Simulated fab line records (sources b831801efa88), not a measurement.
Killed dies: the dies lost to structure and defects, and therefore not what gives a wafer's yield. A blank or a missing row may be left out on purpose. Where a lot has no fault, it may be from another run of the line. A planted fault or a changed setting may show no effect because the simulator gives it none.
One fault seen from 2 desks | flow sky130 | each desk has only its own numbers; what lay behind them comes last

## DESK OF THE TOOL OWNER: implanter-01
For each lot that ran on this tool, the mean over its sampled wafers that have a number, from the tool's own readings at SKY_RES_XHIGH_IMPLANT_07. Any lot whose mean is over 4 standard deviations away from the usual mean is out of limits and marked OUT; that distance is given in the brackets.
Columns: A = beam_on_s at SKY_RES_XHIGH_IMPLANT_07, usual 40 s; B = dose_ions_cm2 at SKY_RES_XHIGH_IMPLANT_07, usual 3.6e+14; C = faraday_current_uA at SKY_RES_XHIGH_IMPLANT_07, usual 510
lot  | first seen here | A             | B                         | C
L668 | day 24 10:04    | 42            | 3.6e+14                   | 489
L670 | day 24 12:46    | 42            | 3.6e+14                   | 480
L673 | day 25 14:07    | 10 (-8.1) OUT | 3.6e+13 (-99 or more) OUT | 203 (-5.9) OUT
L672 | day 25 16:05    | 10 (-8.1) OUT | 3.6e+13 (-99 or more) OUT | 204 (-5.9) OUT
L687 | day 37 04:59    | 41            | 3.6e+14                   | 493
L690 | day 37 14:17    | 42            | 3.6e+14                   | 486
This desk's verdict: out of limits on L672, L673, starting with L673 at day 25 14:07 (beam_on_s at SKY_RES_XHIGH_IMPLANT_07). In limits: L668, L670, L687, L690.

## METROLOGY DESK
Lot by lot, what the gauges showed, no matter which tool ran the lot: averages of those sampled wafers that carry a number. Any lot whose mean is over 4 standard deviations away from the usual mean is out of limits and marked OUT; that distance is given in the brackets.
Columns: A = LDD_HVN_TW at SKY_LDD_HVN_TW_MEAS_10, usual 1425; B = SD_P_TW at SKY_SD_P_TW_MEAS_11, usual 2804; C = RES_XHIGH_TW at SKY_RES_XHIGH_TW_MEAS_09, usual 1627; D = SD_P_RS at SKY_SD_N_RS_MEAS_17, usual 146.8 ohm/sq; E = RES_XHIGH_RS at SKY_SD_N_RS_MEAS_18, usual 332.6 ohm/sq
lot  | first seen here | A    | B    | C                     | D     | E
L668 | day 17 12:49    | 1416 | 2796 | 1632                  | 146.5 | 331.2
L669 | day 18 01:08    | 1429 | 2820 | 1635                  | 147.0 | 333.1
L670 | day 18 08:20    | 1412 | 2809 | 1632                  | 145.9 | 332.0
L671 | day 18 20:04    | 1419 | 2812 | 1626                  | 146.8 | 331.9
L673 | day 19 08:49    | 1413 | 2806 | 782 (-99 or more) OUT | 146.6 | 2030.1 (+99 or more) OUT
L672 | day 19 13:23    | 1419 | 2809 | 791 (-99 or more) OUT | 147.1 | 1994.0 (+99 or more) OUT
L682 | day 22 04:18    | 1430 | 2800 | 1628                  | 146.7 | 333.3
L683 | day 22 20:14    | 1425 | 2796 | 1628                  | 147.3 | 332.9
L687 | day 31 12:56    | 1429 | 2814 | 1614                  | 147.0 | 333.3
L685 | day 31 16:18    | 1431 | 2798 | 1611                  | 147.0 | 333.5
L688 | day 31 18:09    | 1421 | 2800 | 1630                  | 146.8 | 332.5
L690 | day 31 19:44    | 1418 | 2793 | 1636                  | 146.9 | 332.4
This desk reports L672, L673 out of limits; the earliest was L673 at day 25 14:46 (RES_XHIGH_TW at SKY_RES_XHIGH_TW_MEAS_09). In limits: L668, L669, L670, L671, L682, L683, L687, L685, L688, L690.

## ALL TOGETHER
At day 25 14:07, on L672, L673, the tool owner's desk was in a position to raise an alarm.
L672, L673 would have let the metrology desk raise an alarm at day 25 14:46.
Every lot named ran SKY_RES_XHIGH_IMPLANT_07 on implanter-01.

## WHAT HAD BEEN PUT IN BY THE SIMULATOR
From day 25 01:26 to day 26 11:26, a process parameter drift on implanter-01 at SKY_RES_XHIGH_IMPLANT_07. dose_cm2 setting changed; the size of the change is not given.
Lots struck among those shown: L672, L673.
Delay (hours) between the fault's onset and each desk's first out-of-limits reading: 13 at the tool owner's desk, 13 at the metrology desk.
